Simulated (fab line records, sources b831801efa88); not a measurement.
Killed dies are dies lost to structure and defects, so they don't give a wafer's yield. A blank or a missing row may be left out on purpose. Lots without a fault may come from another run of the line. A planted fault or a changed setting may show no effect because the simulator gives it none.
fab line records | flow gf180mcu | part 1 of 2: steps 1 to 27 of 38
record lots=5 wafers=15 last_day=33
route steps=602 shown MIM@520 M5@526 V5@540
lots that met no fault: from a run of the same line without faults
start_h: hours from the record's first day to the start of the lot's first wafer shown | wait_h: hours since the lot's step before | " the same as in the row above | L1.1+2: a row that stands for several wafers | - no value, or no start given | * or withheld: withheld | < > ~ a bound
route shown NAME@n: a module of which the file shows steps, and the number in the route of the first | usual: mean/standard deviation of fault-free wafers | same: alike in all rows | chamber/n: place in a boat | sites: the reading at each site | _std_site: their standard deviation | _edge_site: outer sites' mean less inner sites' | radius_mm: how far each site lies from the wafer's centre | mask NAME#n: copy n | behind: the tool/chamber that last shaped the wafer | hold: why the lot was held/for how many hours/how that ended | device: the transistor (n, p or np) that didn't switch | end of line: the same wafers' tests at the end of the route | a step without rows: its recipe alone | killed: dies lost to structure and defects at the first sort, not the wafer's yield | map: a wafer's dies, x killed, . not, _ none there
set.NAME: the setting as run; set.NAME@STEP: as run at that earlier step | model.NAME: the simulator's own value behind a step, which no gauge read
lots at some steps of the route; a table a step, a row a wafer
services: from which hour (start_h, from the record's first day; less than 0 if before it) a tool's chamber was out of use, for how many hours, and why
## steps
# step GF_MIM_PEB_17
# recipe temp_c=withheld time_s=* resist=NOVOLAK
# columns lot.wafer tool chamber start_h wait_h
L076.1+3+4 litho_track-02 0 - -
L089.1+2+3 litho_track-03 0 - -
L091.1+2+5 litho_track-03 0 - -
L092.3+4+5 litho_track-02 0 - -
L093.2+3+6 litho_track-03 0 - -
# step GF_MIM_DEVELOP_18
# recipe develop_time_s=60 dev_temp_c=23
# usual developer_temp_C=22.99/0.11
# columns lot.wafer tool chamber start_h wait_h developer_temp_C
L076.1 litho_track-02 0 610.90 0.1 22.92
L076.3 " 0 " " 22.90
L076.4 " 0 " " 22.98
L089.1 litho_track-03 0 700.45 0.1 23.36
L089.2 " 0 " " 23.17
L089.3 " 0 " " 23.28
L091.1 litho_track-03 0 715.80 0.1 22.94
L091.2 " 0 " " 22.97
L091.5 " 0 " " 22.99
L092.3 litho_track-02 0 720.05 0.1 22.90
L092.4 " 0 " " 23.00
L092.5 " 0 " " 22.90
L093.2 litho_track-03 0 722.87 0.1 22.89
L093.3 " 0 " " 22.87
L093.6 " 0 " " 22.92
# step GF_MIM_METAL_ETCH_19
# recipe chemistry=Cl2/BCl3 mask_material=NOVOLAK stop_on=Si3N4 target_depth_nm=324.5 pressure_mtorr=8 icp_w=800 bias_w=140 Cl2_flow_sccm=80 bcl3_flow_sccm=40 time_s=54.1
# usual chamber_pressure_mTorr=8.001/0.0076 drypump_motor_current_A=6.1/0.45 oes_product_au=0.940/0.0065 throttle_valve_pct=28.285/0.011
# columns lot.wafer tool chamber start_h wait_h chamber_pressure_mTorr drypump_motor_current_A oes_product_au rf_hours_counter_h throttle_valve_pct
L076.1 rie_metal-02 0 611.05 0.1 8.006 5.9 0.938 8 28.281
L076.3 " 0 " " 7.992 5.9 0.927 - 28.295
L076.4 " 1 " " 8.005 6.6 0.930 - 28.301
L089.1 rie_metal-03 1 700.60 0.1 8.013 5.3 0.931 1 28.305
L089.2 " 0 " " 8.000 6.5 0.940 2 28.290
L089.3 " 0 " " 7.987 6.5 0.940 - 28.299
L091.1 rie_metal-02 1 715.95 0.1 8.006 6.5 0.939 3 28.309
L091.2 " 0 " " 7.999 6.0 0.943 12 28.286
L091.5 " 0 " " 7.996 6.0 0.938 - 28.289
L092.3 rie_metal-04 0 720.17 0.1 7.993 6.1 0.952 - 28.276
L092.4 " 1 " " 7.991 5.4 0.960 - 28.278
L092.5 " 1 " " 8.002 5.4 0.948 - 28.271
L093.2 rie_metal-04 0 723.00 0.1 8.019 6.1 0.950 11 28.286
L093.3 " 1 " " 8.001 5.5 0.950 - 28.297
L093.6 " 1 " " 8.002 5.5 0.952 - 28.275
# step GF_MIM_STRIP_20
# recipe chemistry=O2/N2 power_w=1400 pressure_mtorr=1500 platen_temp_c=250 o2_flow_sccm=3000 n2_flow_sccm=300 overash_fraction=0.5
# usual chamber_pressure_mTorr=1500.1/1.4 drypump_motor_current_A=5.6/0.33 heater_power_w=330/27 n2_flow_sccm=300.1/0.83 oes_product_au=0.692/0.0049 strip_time_to_endpoint_s=11.22/0.038
# columns lot.wafer tool chamber start_h wait_h chamber_pressure_mTorr drypump_motor_current_A heater_power_w n2_flow_sccm oes_product_au rf_hours_counter_h strip_time_to_endpoint_s
L076.1 plasma_asher-02 0 611.12 0.0 1501.3 5.4 289 301.0 0.689 53 11.21
L076.3 " 1 " " 1502.6 5.2 310 300.8 0.679 - 11.18
L076.4 " 0 " " 1501.7 5.4 287 300.1 0.693 - 11.20
L089.1 plasma_asher-03 0 700.67 0.0 1503.4 6.1 348 301.6 0.690 109 11.24
L089.2 " 1 " " 1499.4 5.3 331 299.9 0.691 109 11.26
L089.3 " 0 " " 1498.4 6.1 350 301.1 0.698 - 11.22
L091.1 plasma_asher-03 1 716.02 0.0 1500.5 5.3 332 299.5 0.693 110 11.16
L091.2 " 0 " " 1499.5 6.1 357 300.0 0.686 110 11.21
L091.5 " 0 " " 1501.3 6.1 357 300.2 0.686 - 11.16
L092.3 plasma_asher-02 0 720.25 0.1 1498.9 5.4 294 299.6 0.690 - 11.26
L092.4 " 1 " " 1500.0 5.2 312 300.3 0.690 - 11.22
L092.5 " 1 " " 1498.5 5.2 323 301.0 0.688 - 11.24
L093.2 plasma_asher-01 0 723.07 0.0 1500.3 5.8 312 300.9 0.690 95 11.23
L093.3 " 1 " " 1502.1 5.8 371 299.8 0.682 - 11.20
L093.6 " 1 " " 1500.9 5.8 362 300.8 0.691 - 11.23
# step GF_MIM_STRIP_21
# recipe chemistry=post_etch_residue_remover time_s=1200 temp_c=72.5
# columns lot.wafer tool chamber start_h wait_h
L076.1+3+4 wet_bench-04 0 611.22 0.1
L089.1+2+3 wet_bench-04 1 700.77 0.1
L091.1+2+5 wet_bench-01 1 716.12 0.1
L092.3+4+5 wet_bench-02 3 720.32 0.0
L093.2+3+6 wet_bench-01 1 723.17 0.1
# step GF_MIM_CLEAN_22
# recipe chemistry=DIW dry=n2_spin
# columns lot.wafer tool chamber start_h wait_h
L076.1+3+4 wet_bench-02 2 611.56 0.0
L089.1+2+3 wet_bench-04 3 701.11 0.0
L091.1+2+5 wet_bench-02 3 716.46 0.0
L092.3+4+5 wet_bench-04 2 720.69 0.0
L093.2+3+6 wet_bench-04 0 723.54 0.0
# step GF_M5_DEHYDRATE_00
# recipe temp_c=200 time_s=60
# columns lot.wafer tool chamber start_h wait_h
L076.1+3+4 litho_track-02 0 620.70 9.0
L089.1+2+3 litho_track-04 0 709.55 8.3
L091.1+2+5 litho_track-03 0 724.35 7.8
L092.3+4+5 litho_track-02 0 729.20 8.4
L093.2+3+6 litho_track-02 0 731.37 7.7
# step GF_M5_HMDS_01
# recipe prime_time_s=60 prime_temp_c=120
# columns lot.wafer tool chamber start_h wait_h
L076.1+3+4 litho_track-02 0 620.85 0.1
L089.1+2+3 litho_track-04 0 709.70 0.1
L091.1+2+5 litho_track-03 0 724.50 0.1
L092.3+4+5 litho_track-02 0 729.35 0.1
L093.2+3+6 litho_track-02 0 731.52 0.1
# step GF_M5_COAT_02
# recipe resist=KrF spin_rpm=withheld resist_thk_nm=1000
# columns lot.wafer tool chamber start_h wait_h
L076.1+3+4 litho_track-02 0 621.00 0.1
L089.1+2+3 litho_track-04 0 709.85 0.1
L091.1+2+5 litho_track-03 0 724.65 0.1
L092.3+4+5 litho_track-02 0 729.50 0.1
L093.2+3+6 litho_track-02 0 731.67 0.1
# step GF_M5_SOFTBAKE_03
# recipe temp_c=130 time_s=57.12 resist=KrF
# columns lot.wafer tool chamber start_h wait_h
L076.1+3+4 litho_track-02 0 621.15 0.1
L089.1+2+3 litho_track-04 0 710.00 0.1
L091.1+2+5 litho_track-03 0 724.80 0.1
L092.3+4+5 litho_track-02 0 729.65 0.1
L093.2+3+6 litho_track-02 0 731.82 0.1
# step GF_M5_EXPOSE_04
# recipe mask_id=Metal5 target_cd_nm=280 na=0.68 source_shape=conventional sigma_outer=0.6 dose_mj=28
# usual focus_offset_nm=-0.1/0.54 stage_vel_mm_s=500.04/0.24
# columns lot.wafer tool chamber start_h wait_h mask focus_offset_nm stage_vel_mm_s
L076.1 krf_scanner-02 0 - - Metal5#0 -0.2 500.15
L076.3 " 0 " " Metal5#0 -0.4 500.35
L076.4 " 0 " " Metal5#0 -0.2 500.18
L089.1 krf_scanner-02 0 - - Metal5#0 0.4 499.96
L089.2 " 0 " " Metal5#0 -0.4 500.59
L089.3 " 0 " " Metal5#0 -0.7 499.91
L091.1 krf_scanner-01 0 - - Metal5#0 0.2 499.68
L091.2 " 0 " " Metal5#0 -0.6 499.75
L091.5 " 0 " " Metal5#0 0.6 499.74
L092.3 krf_scanner-02 0 - - Metal5#0 -0.6 499.88
L092.4 " 0 " " Metal5#0 -0.5 500.73
L092.5 " 0 " " Metal5#0 0.3 500.05
L093.2 krf_scanner-01 0 - - Metal5#0 -0.4 500.38
L093.3 " 0 " " Metal5#0 -0.5 500.01
L093.6 " 0 " " Metal5#0 -0.3 499.94
# step GF_M5_PEB_05
# recipe peb_temp_c=135 peb_time_s=90 resist=KrF
# columns lot.wafer tool chamber start_h wait_h
L076.1+3+4 litho_track-02 0 - -
L089.1+2+3 litho_track-02 0 - -
L091.1+2+5 litho_track-04 0 - -
L092.3+4+5 litho_track-03 0 - -
L093.2+3+6 litho_track-02 0 - -
# step GF_M5_DEVELOP_06
# recipe develop_time_s=60 dev_temp_c=21
# usual developer_temp_C=20.99/0.094
# columns lot.wafer tool chamber start_h wait_h developer_temp_C
L076.1 litho_track-02 0 631.55 0.2 21.01
L076.3 " 0 " " 21.03
L076.4 " 0 " " 20.81
L089.1 litho_track-02 0 718.95 0.2 21.05
L089.2 " 0 " " 21.00
L089.3 " 0 " " 21.06
L091.1 litho_track-04 0 733.55 0.2 20.88
L091.2 " 0 " " 20.85
L091.5 " 0 " " 20.84
L092.3 litho_track-03 0 738.05 0.1 20.92
L092.4 " 0 " " 21.05
L092.5 " 0 " " 20.86
L093.2 litho_track-02 0 740.17 0.2 20.87
L093.3 " 0 " " 20.84
L093.6 " 0 " " 20.80
# step GF_M5_CD_MEAS_07
# recipe target_cd_nm=280
# usual cd_nm=279.9/1.3
# columns lot.wafer tool chamber start_h wait_h cd_nm
L076.1 cd_sem-02 - 631.70 0.1 281.1
L076.3 " - " " 279.5
L076.4 " - " " 279.2
L089.1 cd_sem-02 - 719.10 0.1 282.7
L089.2 " - " " 282.6
L089.3 " - " " 282.2
L091.1 cd_sem-02 - 733.70 0.1 282.5
L091.2 " - " " 281.4
L091.5 " - " " 281.9
L092.3 cd_sem-01 - 738.19 0.1 279.8
L092.4 " - " " 279.7
L092.5 " - " " 279.6
L093.2 cd_sem-01 - 740.32 0.1 279.3
L093.3 " - " " 278.5
L093.6 " - " " 278.4
# step GF_M5_OVL_MEAS_08
# usual M5_OVL=-3/5.1
# columns lot.wafer tool chamber start_h wait_h M5_OVL[nm]
L076.1 overlay-02 - 631.82 0.1 -1
L076.3 " - " " 6
L076.4 " - " " -6
L089.1 overlay-01 - 719.22 0.1 3
L089.2 " - " " -4
L089.3 " - " " 3
L091.1 overlay-01 - 733.82 0.1 3
L091.2 " - " " 9
L091.5 " - " " 2
L092.3 overlay-02 - 738.28 0.1 -8
L092.4 " - " " -12
L092.5 " - " " -6
L093.2 overlay-02 - 740.43 0.1 -5
L093.3 " - " " 1
L093.6 " - " " -10
# step GF_M5_ETCH_09
# recipe chemistry=CF4/O2 target=Si3N4 target_depth_nm=52 source_w=800 bias_w=150 pressure_mtorr=150 cf4_flow_sccm=80 O2_flow_sccm=10 time_s=11.6
# usual chamber_pressure_mTorr=150.01/0.12 drypump_motor_current_A=5.7/0.4 oes_product_au=1.000/0.0094 throttle_valve_pct=5.970/0.0094
# columns lot.wafer tool chamber start_h wait_h chamber_pressure_mTorr drypump_motor_current_A oes_product_au rf_hours_counter_h throttle_valve_pct
L076.1 rie_diel-03 3 631.86 0.0 150.07 6.1 0.999 1 5.961
L076.3 " 1 " " 149.90 5.3 0.998 38 5.966
L076.4 " 2 " " 149.97 5.6 0.982 4 5.963
L089.1 rie_diel-03 3 719.26 0.0 150.23 6.1 1.004 5 5.967
L089.2 " 2 " " 150.11 5.6 0.991 7 5.982
L089.3 " 1 " " 149.92 5.3 1.004 41 5.972
L091.1 rie_diel-01 3 733.85 0.0 149.99 5.6 1.000 33 5.968
L091.2 " 1 " " 149.99 5.0 0.996 9 5.959
L091.5 " 2 " " 150.07 6.2 0.995 - 5.964
L092.3 rie_diel-04 1 738.30 0.0 149.91 5.8 0.992 8 5.972
L092.4 " 2 " " 150.21 4.9 1.015 17 5.977
L092.5 " 1 " " 150.12 5.8 0.993 - 5.971
L093.2 rie_diel-04 1 740.46 0.0 150.04 5.8 0.991 8 5.965
L093.3 " 2 " " 150.14 4.9 1.001 17 5.974
L093.6 " 2 " " 150.09 4.9 1.004 - 5.954
# step GF_M5_METAL_ETCH_10
# recipe chemistry=Cl2/BCl3 mask_material=KrF target_depth_nm=750.8 stop_on=SiO2 pressure_mtorr=8 icp_w=800 bias_w=140 Cl2_flow_sccm=80 bcl3_flow_sccm=40 time_s=125.1
# usual chamber_pressure_mTorr=8.001/0.0069 drypump_motor_current_A=6.0/0.4 oes_product_au=0.988/0.0057 throttle_valve_pct=28.231/0.011
# columns lot.wafer tool chamber start_h wait_h chamber_pressure_mTorr drypump_motor_current_A oes_product_au rf_hours_counter_h throttle_valve_pct
L076.1 rie_metal-02 0 631.88 0.0 8.002 5.9 0.990 9 28.219
L076.3 " 0 " " 8.004 5.9 0.994 - 28.226
L076.4 " 0 " " 8.004 5.9 1.002 - 28.224
L089.1 rie_metal-01 0 719.28 0.0 8.008 5.9 0.985 11 28.208
L089.2 " 1 " " 8.016 5.9 0.985 3 28.234
L089.3 " 0 " " 8.009 5.9 0.988 - 28.225
L091.1 rie_metal-03 0 733.88 0.0 8.004 6.5 0.990 4 28.219
L091.2 " 1 " " 8.003 5.3 0.990 3 28.247
L091.5 " 0 " " 7.997 6.5 0.983 - 28.226
L092.3 rie_metal-02 1 738.37 0.1 8.005 6.5 0.986 - 28.246
L092.4 " 0 " " 7.997 5.9 0.996 - 28.225
L092.5 " 0 " " 7.994 5.9 0.984 - 28.231
L093.2 rie_metal-01 0 740.48 0.0 8.001 6.0 0.975 13 28.247
L093.3 " 0 " " 8.009 5.9 0.990 - 28.233
L093.6 " 0 " " 7.999 5.9 0.983 - 28.241
# step GF_M5_STRIP_11
# recipe chemistry=O2/N2 power_w=1400 pressure_mtorr=1500 platen_temp_c=250 o2_flow_sccm=3000 n2_flow_sccm=300 overash_fraction=0.5
# usual chamber_pressure_mTorr=1499.8/1.3 drypump_motor_current_A=5.8/0.37 heater_power_w=325/24 n2_flow_sccm=300.1/0.89 oes_product_au=0.523/0.0051 strip_time_to_endpoint_s=7.05/0.044
# columns lot.wafer tool chamber start_h wait_h chamber_pressure_mTorr drypump_motor_current_A heater_power_w n2_flow_sccm oes_product_au rf_hours_counter_h strip_time_to_endpoint_s
L076.1 plasma_asher-01 1 632.14 0.2 1499.2 5.8 371 299.5 0.528 86 6.98
L076.3 " 0 " " 1498.8 5.8 308 299.2 0.517 - 7.00
L076.4 " 1 " " 1501.1 5.7 359 300.7 0.523 - 6.99
L089.1 plasma_asher-01 1 719.41 0.1 1499.1 5.8 360 299.6 0.527 95 7.10
L089.2 " 0 " " 1499.6 5.8 308 300.0 0.520 95 7.06
L089.3 " 0 " " 1500.0 5.8 312 299.7 0.516 - 7.07
L091.1 plasma_asher-01 1 734.01 0.1 1498.8 5.8 372 300.1 0.526 96 7.05
L091.2 " 0 " " 1499.7 5.7 305 300.1 0.521 96 7.06
L091.5 " 0 " " 1500.1 5.8 303 299.1 0.527 - 7.00
L092.3 plasma_asher-02 1 738.49 0.1 1500.4 5.2 314 300.6 0.527 - 7.07
L092.4 " 0 " " 1499.9 5.4 292 301.2 0.515 - 6.97
L092.5 " 0 " " 1502.2 5.4 285 300.0 0.523 - 7.01
L093.2 plasma_asher-04 1 740.61 0.1 1498.1 6.2 322 301.7 0.516 30 7.04
L093.3 " 1 " " 1496.5 6.2 313 300.4 0.519 - 7.03
L093.6 " 1 " " 1501.0 6.2 322 299.5 0.525 - 7.09
# step GF_M5_STRIP_12
# recipe chemistry=post_etch_residue_remover time_s=1200 temp_c=72.5
# columns lot.wafer tool chamber start_h wait_h
L076.1+3+4 wet_bench-02 3 632.24 0.1
L089.1+2+3 wet_bench-04 2 719.51 0.1
L091.1+2+5 wet_bench-04 1 734.11 0.1
L092.3+4+5 wet_bench-02 0 738.56 0.0
L093.2+3+6 wet_bench-04 0 740.71 0.1
# step GF_M5_CLEAN_13
# recipe chemistry=DIW dry=n2_spin
# columns lot.wafer tool chamber start_h wait_h
L076.1+3+4 wet_bench-04 3 632.58 0.0
L089.1+2+3 wet_bench-03 2 719.91 0.0
L091.1+2+5 wet_bench-02 2 734.45 0.0
L092.3+4+5 wet_bench-02 1 739.30 0.0
L093.2+3+6 wet_bench-04 0 741.05 0.0
# step GF_V5_CVD_00
# recipe material=SiO2 target_thk_nm=300 sigma_open_frac=0.3 temp_c=400 time_s=50 sih4_flow_sccm=60 pressure_mtorr=6
# columns lot.wafer tool chamber start_h wait_h
L076.1+3+4 hdpcvd-02 2,1,2 632.67 0.0
L089.1+2+3 hdpcvd-01 0,1,2 720.01 0.0
L091.1+2+5 hdpcvd-01 1,2,2 734.65 0.0
L092.3+4+5 hdpcvd-01 2,2,0 739.52 0.0
L093.2+3+6 hdpcvd-02 0,2,2 741.14 0.0
# step GF_V5_THK_MEAS_01
# recipe reads=SiO2_of_V5_CVD_00
# usual V5_CVD_00_THK=302/3.2
# columns lot.wafer tool chamber start_h wait_h V5_CVD_00_THK[nm]
L076.1 film_metro-03 - 632.72 0.0 298
L076.3 " - " " 299
L076.4 " - " " 300
L089.1 film_metro-04 - 720.05 0.0 305
L089.2 " - " " 299
L089.3 " - " " 301
L091.1 film_metro-04 - 734.69 0.0 300
L091.2 " - " " 297
L091.5 " - " " 298
L092.3 film_metro-03 - 739.58 0.0 300
L092.4 " - " " 299
L092.5 " - " " 306
L093.2 film_metro-04 - 741.20 0.0 307
L093.3 " - " " 303
L093.6 " - " " 304
# step GF_V5_CVD_02
# recipe material=SiO2 target_thk_nm=1450 precursor=TEOS temp_c=400 time_s=163.28 rf_w=600
# usual heater_power_w=703/100
# columns lot.wafer tool chamber start_h wait_h heater_power_w
L076.1 pecvd-01 2 632.78 0.1 550
L076.3 " 1 " " 878
L076.4 " 1 " " 675
L089.1 pecvd-01 2 720.11 0.1 559
L089.2 " 0 " " 701
L089.3 " 1 " " 728
L091.1 pecvd-01 1 734.75 0.1 815
L091.2 " 2 " " 596
L091.5 " 0 " " 579
L092.3 pecvd-01 1 739.62 0.0 848
L092.4 " 1 " " 686
L092.5 " 2 " " 531
L093.2 pecvd-02 0 741.25 0.0 631
L093.3 " 1 " " 713
L093.6 " 1 " " 790
# step GF_V5_THK_MEAS_03
# recipe reads=SiO2_of_V5_CVD_02
# usual V5_CVD_02_THK=1450/17
# columns lot.wafer tool chamber start_h wait_h V5_CVD_02_THK[nm]
L076.1 film_metro-03 - 632.88 0.1 1437
L076.3 " - " " 1456
L076.4 " - " " 1475
L089.1 film_metro-03 - 720.24 0.1 1435
L089.2 " - " " 1424
L089.3 " - " " 1425
L091.1 film_metro-03 - 734.86 0.1 1424
L091.2 " - " " 1442
L091.5 " - " " 1456
L092.3 film_metro-04 - 739.75 0.1 1438
L092.4 " - " " 1463
L092.5 " - " " 1469
L093.2 film_metro-04 - 741.36 0.1 1446
L093.3 " - " " 1422
L093.6 " - " " 1439
# step GF_V5_CMP_04
# recipe material=SiO2 down_force_psi=4 platen_rpm=60 pad_velocity_m_s=0.94248
# usual edge_zone_pressure_frac=1.000/0.0047 motor_current_A=11.7/1.1
# columns lot.wafer tool chamber start_h wait_h edge_zone_pressure_frac motor_current_A
L076.3 cmp-01 3 632.94 0.0 0.993 13.4
L076.1 " 1 " " 1.005 11.4
L076.4 " 2 " " 0.996 10.0
L089.1 cmp-01 2 720.30 0.1 0.995 10.1
L089.3 " 3 " " 1.005 13.5
L089.2 " 0 " " 0.994 11.8
L091.2 cmp-01 2 735.02 0.1 0.993 10.4
L091.1 " 3 " " 1.001 13.4
L091.5 " 0 " " 1.001 11.5
L092.3 cmp-01 0 740.64 0.9 0.998 12.5
L092.4 " 3 " " 1.001 12.0
L092.5 " 1 " " 0.995 10.7
L093.2 cmp-01 2 741.54 0.2 1.001 10.8
L093.3 " 1 " " 1.000 11.0
L093.6 " 2 " " 1.000 9.9
# step GF_V5_BOW_MEAS_05
# recipe mode=bow
# usual V5_BOW=139/10
# columns lot.wafer tool chamber start_h wait_h V5_BOW[um]
L076.1 film_metro-03 - 633.24 0.1 129
L076.3 " - " " 141
L076.4 " - " " 128
L089.1 film_metro-03 - 720.60 0.2 154
L089.2 " - " " 153
L089.3 " - " " 145
L091.1 film_metro-03 - 735.22 0.1 145
L091.2 " - " " 136
L091.5 " - " " 141
L092.3 film_metro-03 - 740.98 0.3 123
L092.4 " - " " 125
L092.5 " - " " 137
L093.2 film_metro-04 - 741.86 0.3 129
L093.3 " - " " 131
L093.6 " - " " 138
# step GF_V5_DEHYDRATE_06
# recipe temp_c=200 time_s=60
# columns lot.wafer tool chamber start_h wait_h
L076.1+3+4 litho_track-02 0 642.00 8.7
L089.1+2+3 litho_track-04 0 728.80 8.2
L091.1+2+5 litho_track-01 0 742.87 7.6
L092.3+4+5 litho_track-02 0 748.65 7.6
L093.2+3+6 litho_track-02 0 749.37 7.5
